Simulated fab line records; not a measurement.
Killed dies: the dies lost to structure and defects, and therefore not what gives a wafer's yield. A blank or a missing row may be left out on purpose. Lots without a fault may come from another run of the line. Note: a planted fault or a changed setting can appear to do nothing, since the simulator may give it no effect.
fab line records	flow sky130
record: lots: 11	wafers: 33	last-day: 50
route steps=708 shown VIA1@479 METAL2@484 PAD_OPEN@708
lots that met no fault: taken from a fault-free run of the same line
start-h: the number of hours between the record's first day and the start of the first shown wafer of the lot	wait-h: time in hours since the lot's previous step	" repeats the value in the row above	L1.1+2: several wafers, shown together as one row	- value missing, or start not given	* or withheld: withheld	< > ~ a bound
route shown NAME@n: a module of which the file shows steps, and the number in the route of the first	usual: average and standard deviation across the fault-free wafers	same: alike in all rows	chamber/n: place in a boat	sites: the reading at each site	_std_site: standard deviation across them	_edge_site: inner sites' mean taken away from outer sites' mean	radius-mm: for every site, how far away it sits from the centre of the wafer	mask NAME#n: copy n	behind: tool/chamber where the wafer was last shaped	hold: reason for holding the lot/hours on hold/outcome of the hold	device: names the non-switching transistor (n, p or np)	end of line: tests of these same wafers at the route's end	for a step that has no rows: nothing shown but its recipe	killed: dies that structure and defects cost at the first sort, which is not the same as the wafer's yield	map: per-die view of a wafer (x killed, . not killed, _ where there is no die)
set.NAME: the setting the step ran with; set.NAME@STEP: the setting that earlier step ran with	model.NAME: the simulator's own value behind a step, which no gauge read
a sample of lots followed through the steps of the route, with each step as a table and each wafer as a row
services: from which hour (start-h, from the record's first day; less than 0 if before it) a tool's chamber was out of use, for how many hours, and why
== steps ==
step: SKY_VIA1_CVD_21
recipe: material: W	target-thk-nm: 270	time-s: 80.902	temp-c: 400	pressure-torr: 40
usual: chamber-pressure-Torr: 40.00/0.092	heater-power-w: 799/36
lot.wafer	tool	chamber	start-h	wait-h	chamber-pressure-Torr	heater-power-w
L959.3	cvd-w-01	1	802.01	0.1	39.99	832
L959.5	"	0	"	"	39.98	764
L959.6	"	1	"	"	39.89	825
L963.2	cvd-w-02	1	821.01	0.0	39.88	839
L963.3	"	0	"	"	39.72	788
L963.6	"	0	"	"	39.92	796
L966.2	cvd-w-02	0	853.77	0.0	40.03	785
L966.3	"	1	"	"	40.03	818
L966.5	"	1	"	"	39.97	849
L967.2	cvd-w-02	1	859.13	0.0	40.01	824
L967.3	"	1	"	"	40.02	832
L967.4	"	0	"	"	39.99	803
L968.1	cvd-w-02	1	867.89	0.0	44.27	815
L968.4	"	0	"	"	44.39	799
L968.5	"	1	"	"	44.21	834
L969.2	cvd-w-02	0	877.32	0.0	44.30	788
L969.3	"	1	"	"	44.12	830
L969.4	"	0	"	"	44.27	795
L970.3	cvd-w-02	1	884.47	0.1	44.13	820
L970.5	"	1	"	"	44.10	815
L970.6	"	1	"	"	44.28	854
L978.1	cvd-w-01	1	940.98	0.0	40.03	836
L978.3	"	1	"	"	39.97	832
L978.4	"	0	"	"	39.79	760
L979.1	cvd-w-01	1	950.23	0.0	40.15	812
L979.4	"	1	"	"	40.09	827
L979.5	"	0	"	"	39.92	757
L980.1	cvd-w-01	0	952.48	0.0	40.02	754
L980.3	"	0	"	"	40.00	771
L980.4	"	1	"	"	39.86	833
L981.2	cvd-w-01	0	955.18	0.0	40.19	761
L981.4	"	0	"	"	39.99	744
L981.5	"	1	"	"	40.04	846
step: SKY_VIA1_RS_MEAS_22
recipe: thk-meas-gauge: four-point-probe	reads: W_of_VIA1_CVD_21+TiN_of_VIA1_SPUTTER_20
usual: VIA1_W_RS: 0.427/0.0045
lot.wafer	tool	chamber	start-h	wait-h	VIA1_W_RS[ohm/sq]
L959.3	film-metro-02	-	802.11	0.1	0.419
L959.5	"	-	"	"	0.427
L959.6	"	-	"	"	0.420
L963.2	film-metro-03	-	821.12	0.1	0.433
L963.3	"	-	"	"	0.431
L963.6	"	-	"	"	0.438
L966.2	film-metro-03	-	853.89	0.1	0.427
L966.3	"	-	"	"	0.427
L966.5	"	-	"	"	0.425
L967.2	film-metro-03	-	859.24	0.1	0.424
L967.3	"	-	"	"	0.430
L967.4	"	-	"	"	0.431
L968.1	film-metro-03	-	867.98	0.1	0.408
L968.4	"	-	"	"	0.410
L968.5	"	-	"	"	0.403
L969.2	film-metro-01	-	877.44	0.1	0.405
L969.3	"	-	"	"	0.404
L969.4	"	-	"	"	0.405
L970.3	film-metro-01	-	884.63	0.1	0.403
L970.5	"	-	"	"	0.396
L970.6	"	-	"	"	0.401
L978.1	film-metro-01	-	941.07	0.1	0.430
L978.3	"	-	"	"	0.429
L978.4	"	-	"	"	0.432
L979.1	film-metro-02	-	950.32	0.1	0.419
L979.4	"	-	"	"	0.419
L979.5	"	-	"	"	0.428
L980.1	film-metro-02	-	952.57	0.1	0.431
L980.3	"	-	"	"	0.431
L980.4	"	-	"	"	0.426
L981.2	film-metro-03	-	955.30	0.1	0.428
L981.4	"	-	"	"	0.428
L981.5	"	-	"	"	0.419
step: SKY_VIA1_THK_MEAS_23
recipe: thk-meas-gauge: xrf	reads: W_of_VIA1_CVD_21
usual: VIA1_W_THK: 274/3.4
lot.wafer	tool	chamber	start-h	wait-h	VIA1_W_THK[nm]
L959.3	film-metro-02	-	802.21	0.1	281
L959.5	"	-	"	"	278
L959.6	"	-	"	"	280
L963.2	film-metro-03	-	821.23	0.1	270
L963.3	"	-	"	"	272
L963.6	"	-	"	"	266
L966.2	film-metro-03	-	854.00	0.1	273
L966.3	"	-	"	"	276
L966.5	"	-	"	"	274
L967.2	film-metro-03	-	859.35	0.1	276
L967.3	"	-	"	"	271
L967.4	"	-	"	"	270
L968.1	film-metro-03	-	868.10	0.1	286
L968.4	"	-	"	"	287
L968.5	"	-	"	"	289
L969.2	film-metro-01	-	877.55	0.1	290
L969.3	"	-	"	"	291
L969.4	"	-	"	"	291
L970.3	film-metro-01	-	884.73	0.1	293
L970.5	"	-	"	"	298
L970.6	"	-	"	"	294
L978.1	film-metro-01	-	941.19	0.1	272
L978.3	"	-	"	"	273
L978.4	"	-	"	"	269
L979.1	film-metro-02	-	950.44	0.1	281
L979.4	"	-	"	"	280
L979.5	"	-	"	"	274
L980.1	film-metro-02	-	952.69	0.1	272
L980.3	"	-	"	"	273
L980.4	"	-	"	"	277
L981.2	film-metro-03	-	955.41	0.1	271
L981.4	"	-	"	"	270
L981.5	"	-	"	"	277
step: SKY_METAL2_SPUTTER_01
recipe: material: TiN	target-thk-nm: 20	power-w: 6500	time-s: 16.7	chamber-pressure-pa: 0.4
usual: cathode-dc-power-W: 6500.1/1.2	throttle-valve-pct: 29.6/0.89
lot.wafer	tool	chamber	start-h	wait-h	cathode-dc-power-W	throttle-valve-pct
L959.3	pvd-sputter-02	-	802.77	0.0	6500.1	28.4
L959.5	"	-	"	"	6499.7	28.3
L959.6	"	-	"	"	6500.5	28.6
L963.2	pvd-sputter-02	-	821.60	0.0	6501.2	28.1
L963.3	"	-	"	"	6501.0	29.7
L963.6	"	-	"	"	6500.1	29.3
L966.2	pvd-sputter-01	-	854.39	0.0	6499.8	30.0
L966.3	"	-	"	"	6501.6	29.7
L966.5	"	-	"	"	6500.4	29.8
L967.2	pvd-sputter-03	-	859.72	0.0	6499.9	29.6
L967.3	"	-	"	"	6497.9	30.2
L967.4	"	-	"	"	6498.8	29.7
L968.1	pvd-sputter-03	-	868.49	0.0	6501.8	29.8
L968.4	"	-	"	"	6500.8	31.5
L968.5	"	-	"	"	6501.1	31.2
L969.2	pvd-sputter-03	-	877.92	0.0	6500.3	29.7
L969.3	"	-	"	"	6500.4	31.5
L969.4	"	-	"	"	6500.8	29.7
L970.3	pvd-sputter-01	-	885.09	0.0	6498.0	29.9
L970.5	"	-	"	"	6500.2	28.3
L970.6	"	-	"	"	6499.8	30.1
L978.1	pvd-sputter-02	-	941.57	0.0	6501.1	28.2
L978.3	"	-	"	"	6501.4	29.7
L978.4	"	-	"	"	6500.0	29.4
L979.1	pvd-sputter-01	-	950.82	0.0	6499.0	29.8
L979.4	"	-	"	"	6499.1	28.4
L979.5	"	-	"	"	6498.3	29.9
L980.1	pvd-sputter-01	-	953.07	0.0	6498.6	28.4
L980.3	"	-	"	"	6501.6	29.7
L980.4	"	-	"	"	6499.8	29.8
L981.2	pvd-sputter-02	-	955.78	0.0	6498.2	28.7
L981.4	"	-	"	"	6499.2	28.0
L981.5	"	-	"	"	6499.0	28.6
step: SKY_METAL2_SPUTTER_04
recipe: material: TiN	target-thk-nm: 70	power-w: 6500	time-s: 58.3	chamber-pressure-pa: 0.4
usual: cathode-dc-power-W: 6500.1/1.2	throttle-valve-pct: 29.6/0.89
lot.wafer	tool	chamber	start-h	wait-h	cathode-dc-power-W	throttle-valve-pct
L959.3	pvd-sputter-02	-	802.83	0.0	6499.0	28.8
L959.5	"	-	"	"	6500.3	28.1
L959.6	"	-	"	"	6501.1	28.7
L963.2	pvd-sputter-02	-	821.67	0.0	6499.9	28.5
L963.3	"	-	"	"	6499.6	29.4
L963.6	"	-	"	"	6501.4	29.6
L966.2	pvd-sputter-01	-	854.46	0.0	6500.9	29.9
L966.3	"	-	"	"	6502.5	29.8
L966.5	"	-	"	"	6499.8	29.5
L967.2	pvd-sputter-03	-	859.79	0.0	6498.9	29.5
L967.3	"	-	"	"	6499.2	30.1
L967.4	"	-	"	"	6500.7	29.4
L968.1	pvd-sputter-03	-	868.56	0.0	6501.1	29.7
L968.4	"	-	"	"	6500.0	31.6
L968.5	"	-	"	"	6499.7	31.8
L969.2	pvd-sputter-03	-	877.99	0.0	6500.2	29.7
L969.3	"	-	"	"	6502.3	31.6
L969.4	"	-	"	"	6499.9	29.5
L970.3	pvd-sputter-01	-	885.16	0.0	6501.0	29.6
L970.5	"	-	"	"	6500.3	28.3
L970.6	"	-	"	"	6499.5	29.9
L978.1	pvd-sputter-02	-	941.64	0.0	6499.0	28.1
L978.3	"	-	"	"	6498.6	29.7
L978.4	"	-	"	"	6498.5	29.5
L979.1	pvd-sputter-01	-	950.89	0.0	6498.4	30.0
L979.4	"	-	"	"	6502.9	28.6
L979.5	"	-	"	"	6500.0	29.7
L980.1	pvd-sputter-01	-	953.14	0.0	6500.2	28.4
L980.3	"	-	"	"	6501.0	29.7
L980.4	"	-	"	"	6500.9	29.8
L981.2	pvd-sputter-02	-	955.85	0.0	6500.5	28.5
L981.4	"	-	"	"	6500.3	28.0
L981.5	"	-	"	"	6500.2	28.6
step: SKY_METAL2_RS_MEAS_05
recipe: thk-meas-gauge: four-point-probe	reads: TiN_of_METAL2_SPUTTER_04+Ti_of_METAL2_SPUTTER_03+AlCu_of_METAL2_SPUTTER_02+TiN_of_METAL2_SPUTTER_01+Ti_of_METAL2_SPUTTER_00
usual: METAL2_ALCU_RS: 0.1261/0.0012
lot.wafer	tool	chamber	start-h	wait-h	METAL2_ALCU_RS[ohm/sq]
L959.3	film-metro-01	-	802.92	0.1	0.1283
L959.5	"	-	"	"	0.1283
L959.6	"	-	"	"	0.1285
L963.2	film-metro-01	-	821.74	0.0	0.1276
L963.3	"	-	"	"	0.1273
L963.6	"	-	"	"	0.1278
L966.2	film-metro-01	-	854.53	0.0	0.1270
L966.3	"	-	"	"	0.1268
L966.5	"	-	"	"	0.1270
L967.2	film-metro-02	-	859.86	0.0	0.1247
L967.3	"	-	"	"	0.1240
L967.4	"	-	"	"	0.1244
L968.1	film-metro-02	-	868.60	0.0	0.1249
L968.4	"	-	"	"	0.1256
L968.5	"	-	"	"	0.1257
L969.2	film-metro-01	-	878.06	0.0	0.1288
L969.3	"	-	"	"	0.1293
L969.4	"	-	"	"	0.1272
L970.3	film-metro-04	-	885.25	0.1	0.1255
L970.5	"	-	"	"	0.1257
L970.6	"	-	"	"	0.1246
L978.1	film-metro-02	-	941.69	0.0	0.1274
L978.3	"	-	"	"	0.1245
L978.4	"	-	"	"	0.1259
L979.1	film-metro-02	-	950.94	0.0	0.1256
L979.4	"	-	"	"	0.1258
L979.5	"	-	"	"	0.1251
L980.1	film-metro-01	-	953.19	0.0	0.1259
L980.3	"	-	"	"	0.1255
L980.4	"	-	"	"	0.1256
L981.2	film-metro-04	-	955.92	0.0	0.1260
L981.4	"	-	"	"	0.1275
L981.5	"	-	"	"	0.1265
step: SKY_PAD_OPEN_PROBE_99
usual: defect-limited-yield: 82.6/1.9	killed_at_M0_to_M3: 43/7	killed_at_M4_up: 3.1/2	killed-at-contacts: 24/5.3	killed-at-front-end: 15/4.2	killed-at-other: 0.4/0.66	killed-dies: 86/9.5	killed-on-rim: 17/3.9	killed-open: 47/7.4	killed-short: 38/6.2	sort_bin_3_pad_short: 0.9/0.44	sort_bin_5_function: 10.2/1.4	sort_bin_6_memory: 6.4/1.1	sort-n-pass: 406/9.5	sort-yield-pct: 82.6/1.9
same: gross-dies: 492	killed-at-back-side: 0	sort_bin_4_leakage[%]: 0	sort_bin_8_speed[%]: 0
lot.wafer	tool	chamber	start-h	wait-h	defect-limited-yield[%]	killed_at_M0_to_M3	killed_at_M4_up	killed-at-contacts	killed-at-front-end	killed-at-other	killed-dies	killed-on-rim	killed-open	killed-short	sort_bin_3_pad_short[%]	sort_bin_5_function[%]	sort_bin_6_memory[%]	sort-n-pass	sort-yield-pct[%]
L959.3	prober-02	-	1083.01	0.2	84.3	37	6	20	14	0	77	16	42	35	1.6	7.3	6.7	415	84.3
L959.5	prober-02	-	1083.11	0.2	81.5	40	3	22	26	0	91	15	46	45	1.2	11.8	5.5	401	81.5
L959.6	prober-02	-	1083.16	0.2	83.3	43	7	20	12	0	82	17	37	44	0.8	8.1	7.7	410	83.3
L963.2	prober-01	-	1098.44	0.1	81.3	39	3	36	14	0	92	19	50	42	0.8	10.8	7.1	400	81.3
L963.3	prober-01	-	1098.49	0.2	78.7	52	1	33	19	0	105	24	50	55	1.4	13.2	6.7	387	78.7
L963.6	prober-01	-	1098.64	0.2	84.8	41	2	21	11	0	75	19	44	31	0.4	9.8	5.1	417	84.8
L967.2	prober-02	-	1126.98	0.1	83.7	41	8	22	9	0	80	22	45	35	0.4	10.0	5.9	412	83.7
L967.3	prober-02	-	1127.03	0.2	85.0	41	3	21	9	0	74	10	42	32	1.4	6.7	6.9	418	85.0
L967.4	prober-02	-	1127.08	0.2	84.3	36	4	25	11	1	77	14	46	31	0.6	10.0	5.1	415	84.3
L968.1	prober-01	-	1135.35	0.1	84.1	47	1	20	10	0	78	17	36	42	0.8	9.6	5.5	414	84.1
L968.4	prober-01	-	1135.50	0.2	80.7	51	2	26	14	2	95	22	59	36	0.6	10.6	8.1	397	80.7
L968.5	prober-01	-	1135.55	0.2	86.0	32	4	19	14	0	69	13	41	28	0.8	7.9	5.3	423	86.0
L969.2	prober-02	-	1139.60	0.1	85.8	29	4	17	19	1	70	12	27	43	1.4	7.1	5.7	422	85.8
L969.3	prober-02	-	1139.65	0.2	84.3	40	2	20	15	0	77	18	44	33	1.4	8.9	5.3	415	84.3
L969.4	prober-02	-	1139.70	0.2	82.9	43	4	17	19	1	84	17	42	42	1.8	9.3	5.9	408	82.9
L970.3	prober-02	-	1147.19	0.2	80.1	36	3	43	16	0	98	16	57	41	1.2	12.2	6.5	394	80.1
L970.5	prober-02	-	1147.29	0.2	83.1	38	7	19	19	0	83	25	42	41	1.4	10.2	5.3	409	83.1
L970.6	prober-02	-	1147.34	0.2	82.5	35	2	31	18	0	86	16	51	35	0.4	11.6	5.5	406	82.5
L978.1	prober-02	-	1185.02	0.1	85.0	31	2	24	16	1	74	20	40	33	0.2	9.6	5.3	418	85.0
L978.3	prober-02	-	1185.12	0.2	79.9	47	3	28	20	1	99	23	52	46	0.2	10.8	9.1	393	79.9
L978.4	prober-02	-	1185.17	0.2	79.9	51	3	24	21	0	99	17	58	41	1.0	11.6	7.5	393	79.9
L980.1	prober-02	-	1193.52	0.1	82.7	43	1	24	17	0	85	13	46	39	0.8	10.2	6.3	407	82.7
L980.3	prober-02	-	1193.62	0.2	82.7	46	0	21	17	1	85	13	47	38	0.4	11.0	5.9	407	82.7
L980.4	prober-02	-	1193.67	0.2	84.6	37	0	19	19	1	76	12	42	34	1.0	9.8	4.7	416	84.6
L981.2	prober-01	-	1194.86	0.1	84.8	38	1	27	9	0	75	14	38	37	0.4	9.1	5.7	417	84.8
L981.4	prober-01	-	1194.96	0.2	83.5	37	1	28	12	3	81	17	40	40	0.2	10.8	5.5	411	83.5
L981.5	prober-01	-	1195.01	0.2	85.8	35	4	17	13	1	70	12	30	38	1.0	8.3	4.9	422	85.8
killed by level:class
L959.3 VIA1:geometric-particle:open=10 CONTACT:geometric-particle:open=9 VIA3:geometric-particle:open=7 CONTACT:geometric-particle:short=7 METAL2:geometric-particle:short=6 POLY_GATE:geometric-particle:short=4 METAL4:geometric-particle:short=4 VIA1:geometric-particle:short=4
L959.5 VIA1:geometric-particle:open=11 POLY_GATE:geometric-particle:short=7 LI_CONTACT:geometric-particle:open=7 CONTACT:geometric-particle:open=7 FIELD_ISO:geometric-particle:short=6 METAL1:geometric-particle:short=5 VIA2:geometric-particle:open=5 FIELD_ISO:geometric-particle:open=4
L959.6 LI_CONTACT:geometric-particle:open=6 METAL1:geometric-particle:short=6 VIA3:geometric-particle:open=6 LOCAL_INTERCONNECT:geometric-particle:short=5 METAL2:geometric-particle:short=5 VIA2:geometric-particle:open=5 VIA2:geometric-particle:short=5 FIELD_ISO:geometric-particle:short=4
L963.2 LI_CONTACT:geometric-particle:open=14 CONTACT:geometric-particle:short=9 CONTACT:geometric-particle:open=9 VIA2:geometric-particle:open=8 VIA1:geometric-particle:open=7 VIA1:geometric-particle:short=5 FIELD_ISO:geometric-particle:short=4 POLY_GATE:geometric-particle:short=4
L963.3 VIA1:geometric-particle:short=12 VIA1:geometric-particle:open=12 POLY_GATE:geometric-particle:open=8 LI_CONTACT:geometric-particle:open=8 CONTACT:geometric-particle:short=8 CONTACT:geometric-particle:open=8 METAL2:geometric-particle:short=6 FIELD_ISO:geometric-particle:short=5
L963.6 CONTACT:geometric-particle:open=10 VIA1:geometric-particle:short=9 VIA1:geometric-particle:open=8 LI_CONTACT:geometric-particle:open=6 POLY_GATE:geometric-particle:open=5 VIA2:geometric-particle:open=5 VIA3:geometric-particle:open=4 CONTACT:geometric-particle:short=4
L967.2 CONTACT:geometric-particle:open=11 METAL2:geometric-particle:short=9 VIA1:geometric-particle:open=7 LI_CONTACT:geometric-particle:open=6 VIA2:geometric-particle:short=6 METAL4:geometric-particle:short=5 VIA2:geometric-particle:open=5 VIA3:geometric-particle:short=5
L967.3 CONTACT:geometric-particle:open=11 VIA1:geometric-particle:open=9 VIA1:geometric-particle:short=7 LI_CONTACT:geometric-particle:open=6 VIA3:geometric-particle:open=5 METAL2:geometric-particle:short=5 VIA2:geometric-particle:open=4 LOCAL_INTERCONNECT:geometric-particle:short=3
L967.4 LI_CONTACT:geometric-particle:open=11 VIA2:geometric-particle:open=10 CONTACT:geometric-particle:open=9 METAL2:geometric-particle:short=7 VIA1:geometric-particle:open=5 FIELD_ISO:geometric-particle:short=4 METAL4:geometric-particle:short=4 LOCAL_INTERCONNECT:geometric-particle:short=4
L968.1 METAL2:geometric-particle:short=10 VIA1:geometric-particle:open=8 CONTACT:geometric-particle:open=7 VIA2:geometric-particle:open=7 LI_CONTACT:geometric-particle:open=6 VIA1:geometric-particle:short=5 METAL3:geometric-particle:short=5 METAL1:geometric-particle:short=4
L968.4 CONTACT:geometric-particle:open=15 VIA1:geometric-particle:open=13 VIA2:geometric-particle:open=8 METAL2:geometric-particle:short=6 METAL1:geometric-particle:short=5 VIA3:geometric-particle:open=5 FIELD_ISO:geometric-particle:open=4 LI_CONTACT:geometric-particle:open=4
L968.5 VIA1:geometric-particle:open=10 LI_CONTACT:geometric-particle:open=8 POLY_GATE:geometric-particle:open=5 CONTACT:geometric-particle:open=5 METAL1:geometric-particle:short=5 VIA3:geometric-particle:open=5 METAL4:geometric-particle:short=4 FIELD_ISO:geometric-particle:open=3
L969.2 FIELD_ISO:geometric-particle:short=7 METAL1:geometric-particle:short=6 VIA3:geometric-particle:open=6 LOCAL_INTERCONNECT:geometric-particle:short=5 LI_CONTACT:geometric-particle:open=4 CONTACT:geometric-particle:short=4 VIA1:geometric-particle:short=4 METAL2:geometric-particle:short=4
L969.3 METAL2:geometric-particle:short=8 VIA3:geometric-particle:open=8 VIA1:geometric-particle:open=7 LI_CONTACT:geometric-particle:open=7 FIELD_ISO:geometric-particle:open=5 CONTACT:geometric-particle:open=5 METAL1:geometric-particle:short=4 LOCAL_INTERCONNECT:geometric-particle:short=4
L969.4 VIA1:geometric-particle:open=14 POLY_GATE:geometric-particle:open=5 METAL3:geometric-particle:short=5 VIA1:geometric-particle:short=5 CONTACT:geometric-particle:short=4 CONTACT:geometric-particle:open=4 METAL1:geometric-particle:short=4 VIA3:geometric-particle:open=4
L970.3 CONTACT:geometric-particle:open=20 LI_CONTACT:geometric-particle:open=9 VIA1:geometric-particle:open=7 POLY_GATE:geometric-particle:short=6 METAL1:geometric-particle:short=6 VIA3:geometric-particle:open=6 FIELD_ISO:geometric-particle:short=5 LI_CONTACT:geometric-particle:short=5
L970.5 POLY_GATE:geometric-particle:open=8 CONTACT:geometric-particle:open=7 METAL2:geometric-particle:short=6 VIA2:geometric-particle:open=6 METAL3:geometric-particle:short=6 LI_CONTACT:geometric-particle:open=5 VIA1:geometric-particle:open=5 CONTACT:geometric-particle:short=4
L970.6 CONTACT:geometric-particle:open=13 VIA1:geometric-particle:open=8 VIA3:geometric-particle:open=7 CONTACT:geometric-particle:short=6 POLY_GATE:geometric-particle:open=6 LI_CONTACT:geometric-particle:open=6 METAL2:geometric-particle:short=6 FIELD_ISO:geometric-particle:short=5
L978.1 CONTACT:geometric-particle:open=8 VIA2:geometric-particle:open=7 LOCAL_INTERCONNECT:geometric-particle:short=6 VIA1:geometric-particle:open=6 FIELD_ISO:geometric-particle:short=5 LI_CONTACT:geometric-particle:open=5 CONTACT:geometric-particle:short=5 VIA3:geometric-particle:open=5
L978.3 CONTACT:geometric-particle:open=10 LI_CONTACT:geometric-particle:open=9 VIA1:geometric-particle:open=9 POLY_GATE:geometric-particle:short=7 VIA3:geometric-particle:open=7 VIA1:geometric-particle:short=6 LOCAL_INTERCONNECT:geometric-particle:short=6 METAL2:geometric-particle:short=6
L978.4 VIA1:geometric-particle:open=12 LI_CONTACT:geometric-particle:open=8 VIA3:geometric-particle:open=8 VIA2:geometric-particle:open=7 FIELD_ISO:geometric-particle:open=6 VIA1:geometric-particle:short=6 CONTACT:geometric-particle:open=6 METAL1:geometric-particle:short=5
L980.1 VIA1:geometric-particle:open=11 CONTACT:geometric-particle:open=9 VIA1:geometric-particle:short=8 METAL2:geometric-particle:short=6 CONTACT:geometric-particle:short=5 VIA3:geometric-particle:open=5 VIA2:geometric-particle:open=4 FIELD_ISO:geometric-particle:open=4
L980.3 VIA1:geometric-particle:open=16 LI_CONTACT:geometric-particle:open=11 FIELD_ISO:geometric-particle:short=9 METAL1:geometric-particle:short=6 VIA3:geometric-particle:open=5 FIELD_ISO:geometric-particle:open=4 CONTACT:geometric-particle:open=4 METAL2:geometric-particle:short=4
L980.4 VIA1:geometric-particle:open=11 LI_CONTACT:geometric-particle:open=6 VIA3:geometric-particle:open=6 CONTACT:geometric-particle:open=5 VIA1:geometric-particle:short=5 FIELD_ISO:geometric-particle:short=4 VIA2:geometric-particle:open=4 FIELD_ISO:geometric-particle:open=4
L981.2 VIA1:geometric-particle:short=9 CONTACT:geometric-particle:short=7 CONTACT:geometric-particle:open=7 VIA1:geometric-particle:open=6 VIA2:geometric-particle:open=5 LI_CONTACT:geometric-particle:open=5 VIA3:geometric-particle:open=5 METAL2:geometric-particle:short=5
L981.4 VIA1:geometric-particle:open=10 LI_CONTACT:geometric-particle:short=7 CONTACT:geometric-particle:open=7 VIA3:geometric-particle:open=6 LI_CONTACT:geometric-particle:open=5 POLY_GATE:geometric-particle:open=4 METAL1:geometric-particle:short=4 LOCAL_INTERCONNECT:geometric-particle:short=4
L981.5 CONTACT:geometric-particle:open=9 VIA3:geometric-particle:short=7 FIELD_ISO:geometric-particle:short=5 METAL2:geometric-particle:short=5 METAL3:geometric-particle:short=5 POLY_GATE:geometric-particle:open=4 VIA3:geometric-particle:open=4 LI_CONTACT:geometric-particle:short=3
== services ==
tool	chamber	start-h	hours	kind
pvd-sputter-01	2	787.05	-	consumable-replace:kit
pvd-sputter-01	2	787.05	18.0	scheduled-down
pvd-sputter-01	2	787.05	18.0	vent-cycle
cvd-w-02	-	797.33	1.4	repair
pvd-sputter-01	-	806.28	0.7	repair
cvd-w-02	0	811.18	2.8	repair
cvd-w-02	-	821.80	0.6	repair
pvd-sputter-03	-	824.07	3.8	repair
cvd-w-02	0	826.40	4.9	repair
cvd-w-01	0	838.66	11.6	repair
cvd-w-01	-	847.17	3.1	repair
pvd-sputter-03	1	847.33	-	consumable-replace:kit
pvd-sputter-03	1	847.33	18.0	scheduled-down
pvd-sputter-01	-	858.52	5.7	repair
pvd-sputter-02	-	860.27	14.7	repair
cvd-w-01	-	874.68	2.0	repair
cvd-w-02	0	881.27	8.7	repair
cvd-w-02	-	904.14	14.0	pm
pvd-sputter-01	1	933.11	-	consumable-replace:kit
pvd-sputter-01	1	933.11	18.0	scheduled-down
pvd-sputter-01	1	933.11	18.0	vent-cycle
cvd-w-02	-	940.97	0.4	repair
pvd-sputter-03	-	942.61	3.5	repair
pvd-sputter-01	-	948.20	2.6	repair
== key ==
first-sign: step: SKY_VIA1_CVD_21	reading: chamber-pressure-Torr	direction: up	sigmas: 46	usual: 40.00	struck: 44.23
effect: step: SKY_VIA1_RS_MEAS_22	reading: VIA1_W_RS	direction: down	sigmas: 5.1	usual: 0.427	struck: 0.404
effect: step: SKY_VIA1_THK_MEAS_23	reading: VIA1_W_THK	direction: up	sigmas: 4.9	usual: 274	struck: 291
met-at SKY_VIA1_CVD_21
struck-lots L968,L969,L970
not-acting-at SKY_METAL2_SPUTTER_01,SKY_METAL2_SPUTTER_04,SKY_METAL2_RS_MEAS_05
onset-between 859.13 867.89
fault: kind: process-parameter-drift	tool: cvd-w-02	chamber: -	onset-h: 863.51	steps: SKY_VIA1_CVD_21	channel: pressure-torr	offset: 4.2195	shape: step	end-h: 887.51	acts-in: these-recipes-only	stated: 40
